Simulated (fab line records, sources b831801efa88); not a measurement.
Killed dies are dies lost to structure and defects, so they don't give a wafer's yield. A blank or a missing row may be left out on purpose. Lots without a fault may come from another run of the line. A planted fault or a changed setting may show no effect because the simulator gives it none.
Which tool did it? | flow sky130 | 12 lots, 34 wafers sampled, at 5 steps of a route of 708

WHAT THE GAUGES READ, wafer by wafer
The record holds no reading of a measuring or inspecting step that can be judged against a usual standard deviation.

WHICH TOOL RAN EACH LOT (tool, then ch and the chambers of the sampled wafers, then the start)
lot  | SKY_VT_ADJUST_NCORE_COAT_02       | SKY_VT_ADJUST_NCORE_STRIP_10         | SKY_METAL3_ETCH_17                 | SKY_PASSIVATION_STRIP_12             | SKY_PAD_OPEN_ETCH_07
L251 | litho_track-03 ch 0, day 8 14:04  | plasma_asher-04 ch 0,1, day 9 01:54  | rie_diel-01 ch 1,2,3, day 39 13:34 | plasma_asher-03 ch 0,1, day 45 21:13 | rie_diel-01 ch 1,2,3, day 46 18:52
L252 | litho_track-02 ch 0, day 8 19:55  | plasma_asher-01 ch 1, day 9 07:42    | rie_diel-03 ch 1,3, day 40 02:28   | plasma_asher-03 ch 0,1, day 46 07:50 | rie_diel-02 ch 0,2, day 47 04:40
L253 | litho_track-04 ch 0, day 9 06:29  | plasma_asher-04 ch 1, day 9 18:21    | rie_diel-03 ch 1,2,3, day 40 16:19 | plasma_asher-04 ch 0, day 46 20:12   | rie_diel-01 ch 0,2,3, day 47 17:28
L254 | litho_track-04 ch 0, day 9 17:41  | plasma_asher-04 ch 0,1, day 10 05:36 | rie_diel-04 ch 0,2,3, day 40 18:20 | plasma_asher-04 ch 0,1, day 46 21:14 | rie_diel-03 ch 1,2,3, day 47 17:48
L257 | litho_track-03 ch 0, day 10 08:02 | plasma_asher-02 ch 0,1, day 10 20:24 | rie_diel-04 ch 0,1,2, day 41 12:20 | plasma_asher-04 ch 0,1, day 47 12:07 | rie_diel-02 ch 0,1,3, day 48 08:31
L261 | litho_track-02 ch 0, day 11 07:31 | plasma_asher-01 ch 0,1, day 11 20:50 | rie_diel-01 ch 2,3, day 42 10:23   | plasma_asher-04 ch 1, day 48 07:31   | rie_diel-01 ch 1,3, day 49 02:29
L263 | litho_track-02 ch 0, day 12 01:52 | plasma_asher-04 ch 1, day 12 14:40   | rie_diel-03 ch 0,3, day 43 00:26   | plasma_asher-02 ch 0,1, day 48 18:02 | rie_diel-02 ch 0,3, day 49 12:39
L268 | litho_track-04 ch 0, day 13 11:50 | plasma_asher-02 ch 0,1, day 14 01:42 | rie_diel-04 ch 1,2, day 44 12:25   | plasma_asher-02 ch 0,1, day 49 23:58 | rie_diel-03 ch 0,1,3, day 50 16:23
L269 | litho_track-04 ch 0, day 13 20:56 | plasma_asher-01 ch 0,1, day 14 09:47 | rie_diel-01 ch 0,2,3, day 44 17:05 | plasma_asher-04 ch 0,1, day 50 03:16 | rie_diel-01 ch 1,3, day 50 20:15
L270 | litho_track-04 ch 0, day 14 04:28 | plasma_asher-01 ch 0,1, day 14 17:50 | rie_diel-01 ch 1,2,3, day 45 01:05 | plasma_asher-03 ch 0,1, day 50 09:19 | rie_diel-02 ch 0,1,3, day 51 01:57
L271 | litho_track-02 ch 0, day 14 11:55 | plasma_asher-02 ch 0,1, day 15 01:29 | rie_diel-04 ch 1,2, day 45 02:56   | plasma_asher-04 ch 0,1, day 50 10:40 | rie_diel-03 ch 0,1,2, day 51 02:51
L273 | litho_track-02 ch 0, day 14 16:43 | plasma_asher-01 ch 0,1, day 15 06:39 | rie_diel-01 ch 0,1,2, day 45 13:49 | plasma_asher-04 ch 0,1, day 50 18:38 | rie_diel-02 ch 0,2,3, day 51 10:36
- SKY_VT_ADJUST_NCORE_COAT_02: resist thk 1140 nm.
- SKY_VT_ADJUST_NCORE_STRIP_10: strips in O2/N2.
- SKY_METAL3_ETCH_17: etches SiO2 in C4F8/O2/Ar, stops on TiN, time 3.9 s, target depth 15 nm.
- SKY_PASSIVATION_STRIP_12: strips in O2/N2.
- SKY_PAD_OPEN_ETCH_07: etches the open film in CF4/O2, stops on AlCu, target depth 725 nm, time 161.1 s.

WHAT THE TOOLS THEMSELVES READ (means of the sampled wafers that have a number; where no wafer has one, the mark that the record gives instead)
SKY_VT_ADJUST_NCORE_STRIP_10. Usual: drypump_motor_current_A 5.7 A, standard deviation 0.52; oes_product_au 0.715 a.u., standard deviation 0.0044; strip_time_to_endpoint_s 14.17 s, standard deviation 0.04.
lot  | tool            | drypump_motor_current_A (A) | oes_product_au (a.u.) | strip_time_to_endpoint_s (s) | flag
L251 | plasma_asher-04 | 6.3                         | 0.718                 | 14.18                        |
L252 | plasma_asher-01 | 5.8                         | 0.715                 | 14.15                        |
L253 | plasma_asher-04 | 6.1                         | 0.714                 | 14.18                        |
L254 | plasma_asher-04 | 6.3                         | 0.715                 | 14.14                        |
L257 | plasma_asher-02 | 5.3                         | 0.719                 | 14.19                        |
L261 | plasma_asher-01 | 5.4                         | 0.716                 | 14.05                        |
L263 | plasma_asher-04 | 6.1                         | 0.713                 | 14.10                        |
L268 | plasma_asher-02 | 5.4                         | 0.717                 | 14.15                        |
L269 | plasma_asher-01 | 5.6                         | 0.713                 | 14.12                        |
L270 | plasma_asher-01 | 5.6                         | 0.714                 | 14.12                        |
L271 | plasma_asher-02 | 5.4                         | 0.717                 | 14.22                        |
L273 | plasma_asher-01 | 5.5                         | 0.713                 | 14.17                        |

SKY_METAL3_ETCH_17. Usual: oes_product_au 0.756 a.u., standard deviation 0.008.
lot  | tool        | oes_product_au (a.u.) | flag
L251 | rie_diel-01 | 0.752                 |
L252 | rie_diel-03 | 0.761                 |
L253 | rie_diel-03 | 0.761                 |
L254 | rie_diel-04 | 0.764                 |
L257 | rie_diel-04 | 0.750                 |
L261 | rie_diel-01 | 0.763                 |
L263 | rie_diel-03 | 0.752                 |
L268 | rie_diel-04 | 0.753                 |
L269 | rie_diel-01 | 0.757                 |
L270 | rie_diel-01 | 0.769                 |
L271 | rie_diel-04 | 0.750                 |
L273 | rie_diel-01 | 0.749                 |

SKY_PASSIVATION_STRIP_12. Usual: drypump_motor_current_A 5.8 A, standard deviation 0.46; oes_product_au 0.660 a.u., standard deviation 0.0046; strip_time_to_endpoint_s 31.50 s, standard deviation 0.13.
lot  | tool            | drypump_motor_current_A (A) | oes_product_au (a.u.) | strip_time_to_endpoint_s (s) | flag
L251 | plasma_asher-03 | 5.6                         | 0.656                 | 31.45                        |
L252 | plasma_asher-03 | 5.9                         | 0.661                 | 31.47                        |
L253 | plasma_asher-04 | 6.4                         | 0.661                 | 31.24                        |
L254 | plasma_asher-04 | 6.2                         | 0.664                 | 31.52                        |
L257 | plasma_asher-04 | 6.3                         | 0.657                 | 31.50                        |
L261 | plasma_asher-04 | 6.1                         | 0.661                 | 31.55                        |
L263 | plasma_asher-02 | 5.3                         | 0.659                 | 31.59                        |
L268 | plasma_asher-02 | 5.2                         | 0.658                 | 31.73                        |
L269 | plasma_asher-04 | 6.3                         | 0.661                 | 31.42                        |
L270 | plasma_asher-03 | 5.6                         | 0.665                 | 31.68                        |
L271 | plasma_asher-04 | 6.2                         | 0.659                 | 31.52                        |
L273 | plasma_asher-04 | 6.2                         | 0.661                 | 31.37                        |

SKY_PAD_OPEN_ETCH_07. Usual: drypump_motor_current_A 5.7 A, standard deviation 0.39; oes_product_au 0.980 a.u., standard deviation 0.0075; throttle_valve_pct 5.966 %, standard deviation 0.0089.
lot  | tool        | drypump_motor_current_A (A) | oes_product_au (a.u.) | throttle_valve_pct (%) | flag
L251 | rie_diel-01 | 6.0                         | 0.980                 | 5.964                  |
L252 | rie_diel-02 | 5.7                         | 0.983                 | 5.967                  |
L253 | rie_diel-01 | 5.9                         | 0.984                 | 5.973                  |
L254 | rie_diel-03 | 5.9                         | 0.983                 | 5.968                  |
L257 | rie_diel-02 | 5.2                         | 0.979                 | 5.964                  |
L261 | rie_diel-01 | 6.2                         | 0.978                 | 5.969                  |
L263 | rie_diel-02 | 5.3                         | 0.981                 | 5.973                  |
L268 | rie_diel-03 | 5.9                         | 0.978                 | 5.957                  |
L269 | rie_diel-01 | 6.1                         | 0.986                 | 5.964                  |
L270 | rie_diel-02 | 5.2                         | 0.976                 | 5.970                  |
L271 | rie_diel-03 | 6.0                         | 0.990                 | 5.956                  |
L273 | rie_diel-02 | 5.4                         | 0.977                 | 5.967                  |

THE ANSWER, worked out from the rows above alone
Rule: a lot is off if the mean of its wafers that have a number lies more than 3 standard deviations from the usual mean. A lot without any number at a reading at which 4 lots or more have one is off too. The other lots that the step has rows for count as sound. The gauges are gone through in route order, then the tools' own readings, and for those a lot's mean is taken as printed above. The first step at which some lot is off is used, and at that step the reading that is off furthest; a lot without a number counts as furthest.
No lot is off at any reading shown: from this, nothing can be told.

WHAT THE SIMULATOR HAD PUT IN
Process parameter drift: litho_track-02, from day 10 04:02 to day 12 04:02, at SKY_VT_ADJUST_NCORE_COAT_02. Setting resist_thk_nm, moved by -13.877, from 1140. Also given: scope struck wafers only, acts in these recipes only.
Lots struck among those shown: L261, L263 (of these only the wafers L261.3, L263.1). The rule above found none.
